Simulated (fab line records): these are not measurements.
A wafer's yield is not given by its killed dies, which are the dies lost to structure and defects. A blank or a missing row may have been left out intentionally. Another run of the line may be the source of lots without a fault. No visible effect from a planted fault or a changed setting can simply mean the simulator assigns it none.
Which tool did it? / flow sky130 / 39 wafers from 13 lots sampled at 6 of the route's 708 steps

== WHAT THE GAUGES READ, wafer by wafer ==
SKY_NWELL_THK_MEAS_02.
lot=L824; measured=day 2 14:14; on=film_metro-03; NWELL_OXIDATION_THK (nm)=10.18 9.95 10.06
lot=L825; measured=day 2 17:28; on=film_metro-02; NWELL_OXIDATION_THK (nm)=10.17 9.84 9.85
lot=L827; measured=day 3 03:20; on=film_metro-03; NWELL_OXIDATION_THK (nm)=9.64 10.06 9.78
lot=L828; measured=day 3 12:56; on=film_metro-03; NWELL_OXIDATION_THK (nm)=10.03 10.11 10.05
lot=L829; measured=day 3 16:55; on=film_metro-02; NWELL_OXIDATION_THK (nm)=10.10 10.12 10.01
lot=L830; measured=day 3 20:11; on=film_metro-02; NWELL_OXIDATION_THK (nm)=10.04 10.05 10.03
lot=L831; measured=day 4 02:46; on=film_metro-03; NWELL_OXIDATION_THK (nm)=9.79 9.89 9.87
lot=L834; measured=day 4 14:25; on=film_metro-02; NWELL_OXIDATION_THK (nm)=10.23 10.29 10.35
lot=L841; measured=day 6 04:51; on=film_metro-02; NWELL_OXIDATION_THK (nm)=10.47 10.54 10.54
lot=L843; measured=day 6 18:02; on=film_metro-01; NWELL_OXIDATION_THK (nm)=10.03 9.98 10.07
lot=L844; measured=day 6 19:25; on=film_metro-02; NWELL_OXIDATION_THK (nm)=10.04 10.04 10.19
lot=L845; measured=day 6 22:26; on=film_metro-01; NWELL_OXIDATION_THK (nm)=10.02 9.95 9.90
lot=L847; measured=day 7 11:35; on=film_metro-03; NWELL_OXIDATION_THK (nm)=9.91 9.99 9.94

SKY_VT_ADJUST_LVTN_TW_MEAS_10.
lot=L824; measured=day 6 23:43; on=film_metro-01; VT_ADJUST_LVTN_TW=241.0 241.7 241.1
lot=L825; measured=day 7 03:00; on=film_metro-04; VT_ADJUST_LVTN_TW=238.1 239.8 239.3
lot=L827; measured=day 7 13:16; on=film_metro-04; VT_ADJUST_LVTN_TW=238.2 240.1 239.7
lot=L828; measured=day 8 05:21; on=film_metro-03; VT_ADJUST_LVTN_TW=243.5 243.2 243.0
lot=L829; measured=day 8 07:55; on=film_metro-04; VT_ADJUST_LVTN_TW=239.0 236.6 237.3
lot=L830; measured=day 8 11:28; on=film_metro-01; VT_ADJUST_LVTN_TW=241.4 240.7 241.1
lot=L831; measured=day 8 23:17; on=film_metro-01; VT_ADJUST_LVTN_TW=242.9 243.2 242.8
lot=L834; measured=day 9 12:40; on=film_metro-01; VT_ADJUST_LVTN_TW=29.9 30.1 30.0
lot=L841; measured=day 11 10:20; on=film_metro-03; VT_ADJUST_LVTN_TW=244.2 243.5 244.0
lot=L843; measured=day 12 04:48; on=film_metro-03; VT_ADJUST_LVTN_TW=243.9 241.8 242.5
lot=L844; measured=day 12 07:39; on=film_metro-01; VT_ADJUST_LVTN_TW=243.8 241.6 241.8
lot=L845; measured=day 12 09:58; on=film_metro-01; VT_ADJUST_LVTN_TW=241.7 243.3 240.6
lot=L847; measured=day 13 04:00; on=film_metro-04; VT_ADJUST_LVTN_TW=241.8 242.4 241.6

SKY_VT_ADJUST_LVTN_OVL_MEAS_18.
lot=L824; measured=day 7 18:29; on=overlay-02; VT_ADJUST_LVTN_01_OVL (nm)=2.3 1.1 0.0
lot=L825; measured=day 7 22:06; on=overlay-02; VT_ADJUST_LVTN_01_OVL (nm)=-3.2 -3.7 -3.6
lot=L827; measured=day 8 09:52; on=overlay-02; VT_ADJUST_LVTN_01_OVL (nm)=-2.0 -2.2 -2.6
lot=L828; measured=day 9 01:44; on=overlay-02; VT_ADJUST_LVTN_01_OVL (nm)=0.7 0.4 -1.1
lot=L829; measured=day 9 05:22; on=overlay-01; VT_ADJUST_LVTN_01_OVL (nm)=-1.7 -0.3 0.0
lot=L830; measured=day 9 08:44; on=overlay-02; VT_ADJUST_LVTN_01_OVL (nm)=0.9 0.2 1.1
lot=L831; measured=day 9 20:34; on=overlay-01; VT_ADJUST_LVTN_01_OVL (nm)=-0.6 -1.1 0.2
lot=L834; measured=day 10 10:23; on=overlay-02; VT_ADJUST_LVTN_01_OVL (nm)=-1.1 -1.0 -1.0
lot=L841; measured=day 12 10:38; on=overlay-02; VT_ADJUST_LVTN_01_OVL (nm)=1.0 -0.9 0.3
lot=L843; measured=day 13 05:44; on=overlay-01; VT_ADJUST_LVTN_01_OVL (nm)=-3.1 -0.9 -2.0
lot=L844; measured=day 13 08:37; on=overlay-01; VT_ADJUST_LVTN_01_OVL (nm)=0.9 2.6 0.6
lot=L845; measured=day 13 11:08; on=overlay-01; VT_ADJUST_LVTN_01_OVL (nm)=1.5 3.2 0.6
lot=L847; measured=day 14 04:29; on=overlay-02; VT_ADJUST_LVTN_01_OVL (nm)=-1.5 -2.1 -1.9

SKY_VT_ADJUST_NCORE_OVL_MEAS_08.
lot=L824; measured=day 8 15:32; on=overlay-01; VT_ADJUST_NCORE_OVL (nm)=0.8 0.7 -0.3
lot=L825; measured=day 8 19:55; on=overlay-02; VT_ADJUST_NCORE_OVL (nm)=-0.6 1.0 1.5
lot=L827; measured=day 9 08:17; on=overlay-01; VT_ADJUST_NCORE_OVL (nm)=-2.4 -1.0 -1.1
lot=L828; measured=day 9 23:29; on=overlay-01; VT_ADJUST_NCORE_OVL (nm)=1.3 0.0 1.2
lot=L829; measured=day 10 03:23; on=overlay-01; VT_ADJUST_NCORE_OVL (nm)=0.4 1.3 1.1
lot=L830; measured=day 10 06:56; on=overlay-02; VT_ADJUST_NCORE_OVL (nm)=-0.5 -2.0 -0.2
lot=L831; measured=day 10 18:20; on=overlay-01; VT_ADJUST_NCORE_OVL (nm)=0.6 0.6 1.3
lot=L834; measured=day 11 09:48; on=overlay-02; VT_ADJUST_NCORE_OVL (nm)=-2.2 -2.0 -1.6
lot=L841; measured=day 13 12:46; on=overlay-02; VT_ADJUST_NCORE_OVL (nm)=3.2 3.0 2.2
lot=L843; measured=day 14 07:29; on=overlay-01; VT_ADJUST_NCORE_OVL (nm)=1.4 -0.4 -0.4
lot=L844; measured=day 14 10:41; on=overlay-02; VT_ADJUST_NCORE_OVL (nm)=-0.9 -0.2 -0.8
lot=L845; measured=day 14 13:30; on=overlay-02; VT_ADJUST_NCORE_OVL (nm)=-0.3 -2.8 1.1
lot=L847; measured=day 15 06:44; on=overlay-01; VT_ADJUST_NCORE_OVL (nm)=-0.3 -1.6 -1.8

== TOOL THAT RAN EACH LOT (tool first, then ch and the chambers of the sampled wafers, then the start) ==
lot=L824; SKY_VT_ADJUST_HVTP_STRIP_10=plasma_asher-04 ch 0,1, day 6 04:46; SKY_VT_ADJUST_LVTN_STRIP_09=plasma_asher-01 ch 0,1, day 6 23:36
lot=L825; SKY_VT_ADJUST_HVTP_STRIP_10=plasma_asher-03 ch 0,1, day 6 08:16; SKY_VT_ADJUST_LVTN_STRIP_09=plasma_asher-03 ch 0,1, day 7 02:54
lot=L827; SKY_VT_ADJUST_HVTP_STRIP_10=plasma_asher-02 ch 0,1, day 6 19:05; SKY_VT_ADJUST_LVTN_STRIP_09=plasma_asher-03 ch 0,1, day 7 13:10
lot=L828; SKY_VT_ADJUST_HVTP_STRIP_10=plasma_asher-02 ch 0,1, day 7 08:53; SKY_VT_ADJUST_LVTN_STRIP_09=plasma_asher-02 ch 0,1, day 8 05:15
lot=L829; SKY_VT_ADJUST_HVTP_STRIP_10=plasma_asher-02 ch 0,1, day 7 11:23; SKY_VT_ADJUST_LVTN_STRIP_09=plasma_asher-02 ch 0,1, day 8 07:48
lot=L830; SKY_VT_ADJUST_HVTP_STRIP_10=plasma_asher-03 ch 0,1, day 7 15:35; SKY_VT_ADJUST_LVTN_STRIP_09=plasma_asher-02 ch 0,1, day 8 11:22
lot=L831; SKY_VT_ADJUST_HVTP_STRIP_10=plasma_asher-03 ch 0,1, day 7 23:53; SKY_VT_ADJUST_LVTN_STRIP_09=plasma_asher-01 ch 0,1, day 8 23:11
lot=L834; SKY_VT_ADJUST_HVTP_STRIP_10=plasma_asher-04 ch 0,1, day 8 14:16; SKY_VT_ADJUST_LVTN_STRIP_09=plasma_asher-02 ch 0,1, day 9 12:35
lot=L841; SKY_VT_ADJUST_HVTP_STRIP_10=plasma_asher-02 ch 0,1, day 10 11:01; SKY_VT_ADJUST_LVTN_STRIP_09=plasma_asher-01 ch 0,1, day 11 10:14
lot=L843; SKY_VT_ADJUST_HVTP_STRIP_10=plasma_asher-04 ch 0,1, day 11 05:47; SKY_VT_ADJUST_LVTN_STRIP_09=plasma_asher-01 ch 0,1, day 12 04:42
lot=L844; SKY_VT_ADJUST_HVTP_STRIP_10=plasma_asher-04 ch 0,1, day 11 07:16; SKY_VT_ADJUST_LVTN_STRIP_09=plasma_asher-03 ch 0,1, day 12 07:33
lot=L845; SKY_VT_ADJUST_HVTP_STRIP_10=plasma_asher-02 ch 0,1, day 11 09:28; SKY_VT_ADJUST_LVTN_STRIP_09=plasma_asher-01 ch 0,1, day 12 09:53
lot=L847; SKY_VT_ADJUST_HVTP_STRIP_10=plasma_asher-04 ch 0, day 12 02:22; SKY_VT_ADJUST_LVTN_STRIP_09=plasma_asher-02 ch 0,1, day 13 03:54
- SKY_VT_ADJUST_HVTP_STRIP_10: strips in O2/N2.
- SKY_VT_ADJUST_LVTN_STRIP_09: strips in O2/N2.

== WHAT THE TOOLS THEMSELVES READ (means of the sampled wafers that have a number; where no wafer has one, the mark that the record gives instead) ==
SKY_VT_ADJUST_HVTP_STRIP_10.
lot=L824; tool=plasma_asher-04; drypump_motor_current_A (A)=5.3; o2_flow_sccm (sccm)=3006; oes_product_au (a.u.)=0.719; strip_time_to_endpoint_s (s)=14.22
lot=L825; tool=plasma_asher-03; drypump_motor_current_A (A)=5.7; o2_flow_sccm (sccm)=2994; oes_product_au (a.u.)=0.717; strip_time_to_endpoint_s (s)=14.20
lot=L827; tool=plasma_asher-02; drypump_motor_current_A (A)=5.5; o2_flow_sccm (sccm)=2996; oes_product_au (a.u.)=0.716; strip_time_to_endpoint_s (s)=14.20
lot=L828; tool=plasma_asher-02; drypump_motor_current_A (A)=5.4; o2_flow_sccm (sccm)=3000; oes_product_au (a.u.)=0.716; strip_time_to_endpoint_s (s)=14.21
lot=L829; tool=plasma_asher-02; drypump_motor_current_A (A)=5.4; o2_flow_sccm (sccm)=3008; oes_product_au (a.u.)=0.716; strip_time_to_endpoint_s (s)=14.13
lot=L830; tool=plasma_asher-03; drypump_motor_current_A (A)=5.7; o2_flow_sccm (sccm)=3001; oes_product_au (a.u.)=0.719; strip_time_to_endpoint_s (s)=14.19
lot=L831; tool=plasma_asher-03; drypump_motor_current_A (A)=6.1; o2_flow_sccm (sccm)=2992; oes_product_au (a.u.)=0.714; strip_time_to_endpoint_s (s)=14.19
lot=L834; tool=plasma_asher-04; drypump_motor_current_A (A)=5.3; o2_flow_sccm (sccm)=3003; oes_product_au (a.u.)=0.941; strip_time_to_endpoint_s (s)=-
lot=L841; tool=plasma_asher-02; drypump_motor_current_A (A)=5.5; o2_flow_sccm (sccm)=2995; oes_product_au (a.u.)=0.715; strip_time_to_endpoint_s (s)=14.14
lot=L843; tool=plasma_asher-04; drypump_motor_current_A (A)=5.3; o2_flow_sccm (sccm)=3000; oes_product_au (a.u.)=0.715; strip_time_to_endpoint_s (s)=14.19
lot=L844; tool=plasma_asher-04; drypump_motor_current_A (A)=5.3; o2_flow_sccm (sccm)=3000; oes_product_au (a.u.)=0.714; strip_time_to_endpoint_s (s)=14.17
lot=L845; tool=plasma_asher-02; drypump_motor_current_A (A)=5.5; o2_flow_sccm (sccm)=2995; oes_product_au (a.u.)=0.714; strip_time_to_endpoint_s (s)=14.16
lot=L847; tool=plasma_asher-04; drypump_motor_current_A (A)=5.3; o2_flow_sccm (sccm)=3004; oes_product_au (a.u.)=0.712; strip_time_to_endpoint_s (s)=14.15

SKY_VT_ADJUST_LVTN_STRIP_09.
lot=L824; tool=plasma_asher-01; drypump_motor_current_A (A)=6.2; o2_flow_sccm (sccm)=2994; oes_product_au (a.u.)=0.722; strip_time_to_endpoint_s (s)=36.82
lot=L825; tool=plasma_asher-03; drypump_motor_current_A (A)=6.1; o2_flow_sccm (sccm)=2988; oes_product_au (a.u.)=0.724; strip_time_to_endpoint_s (s)=36.85
lot=L827; tool=plasma_asher-03; drypump_motor_current_A (A)=5.7; o2_flow_sccm (sccm)=2996; oes_product_au (a.u.)=0.721; strip_time_to_endpoint_s (s)=36.91
lot=L828; tool=plasma_asher-02; drypump_motor_current_A (A)=5.5; o2_flow_sccm (sccm)=3005; oes_product_au (a.u.)=0.720; strip_time_to_endpoint_s (s)=36.96
lot=L829; tool=plasma_asher-02; drypump_motor_current_A (A)=5.5; o2_flow_sccm (sccm)=3001; oes_product_au (a.u.)=0.721; strip_time_to_endpoint_s (s)=36.96
lot=L830; tool=plasma_asher-02; drypump_motor_current_A (A)=5.5; o2_flow_sccm (sccm)=2988; oes_product_au (a.u.)=0.722; strip_time_to_endpoint_s (s)=36.88
lot=L831; tool=plasma_asher-01; drypump_motor_current_A (A)=6.2; o2_flow_sccm (sccm)=2990; oes_product_au (a.u.)=0.723; strip_time_to_endpoint_s (s)=36.88
lot=L834; tool=plasma_asher-02; drypump_motor_current_A (A)=5.4; o2_flow_sccm (sccm)=2999; oes_product_au (a.u.)=0.729; strip_time_to_endpoint_s (s)=42.19
lot=L841; tool=plasma_asher-01; drypump_motor_current_A (A)=5.8; o2_flow_sccm (sccm)=3011; oes_product_au (a.u.)=0.722; strip_time_to_endpoint_s (s)=36.97
lot=L843; tool=plasma_asher-01; drypump_motor_current_A (A)=5.8; o2_flow_sccm (sccm)=2997; oes_product_au (a.u.)=0.720; strip_time_to_endpoint_s (s)=37.10
lot=L844; tool=plasma_asher-03; drypump_motor_current_A (A)=5.7; o2_flow_sccm (sccm)=3008; oes_product_au (a.u.)=0.724; strip_time_to_endpoint_s (s)=37.07
lot=L845; tool=plasma_asher-01; drypump_motor_current_A (A)=6.2; o2_flow_sccm (sccm)=3013; oes_product_au (a.u.)=0.724; strip_time_to_endpoint_s (s)=37.12
lot=L847; tool=plasma_asher-02; drypump_motor_current_A (A)=5.5; o2_flow_sccm (sccm)=3000; oes_product_au (a.u.)=0.718; strip_time_to_endpoint_s (s)=36.99

== THE ANSWER, worked out from the rows above alone ==
Rule: the lots themselves supply what counts as usual. The widest of any qualifying gaps counts: lots, ordered by their means at a reading, are off when they make up no more than a third of the lots, leave a main group of 4 or more, and stand apart from it by 3 or more times the standard deviation of that group's means. Not used: any main group whose means are identical at the precision the tables above print for the reading. A lot without any number at a reading at which 4 lots or more have one is off too. Where the step has rows for the other lots, those lots are counted as sound. Order of review: gauges by route order, followed by the tools' own readings, for which a lot's mean as printed above is used. At the first step where some lot is off, the reading lying furthest off is the one used; lots without a number count as furthest.
Off: at SKY_VT_ADJUST_LVTN_TW_MEAS_10 (VT_ADJUST_LVTN_TW), L834. For the main group the mean is 241.4 and the standard deviation 1.8.
If a tool, at a process step before that reading, ran all the lots that are off and no sound lot after the first of them, it fits. Not tried: the gauges at SKY_VT_ADJUST_LVTN_TW_MEAS_10; whatever is off there is also off at SKY_VT_ADJUST_HVTP_STRIP_10, on other tools, and gauge error can't account for it. No candidate that was tried fits.

== WHAT HAD BEEN PUT IN BY THE SIMULATOR ==
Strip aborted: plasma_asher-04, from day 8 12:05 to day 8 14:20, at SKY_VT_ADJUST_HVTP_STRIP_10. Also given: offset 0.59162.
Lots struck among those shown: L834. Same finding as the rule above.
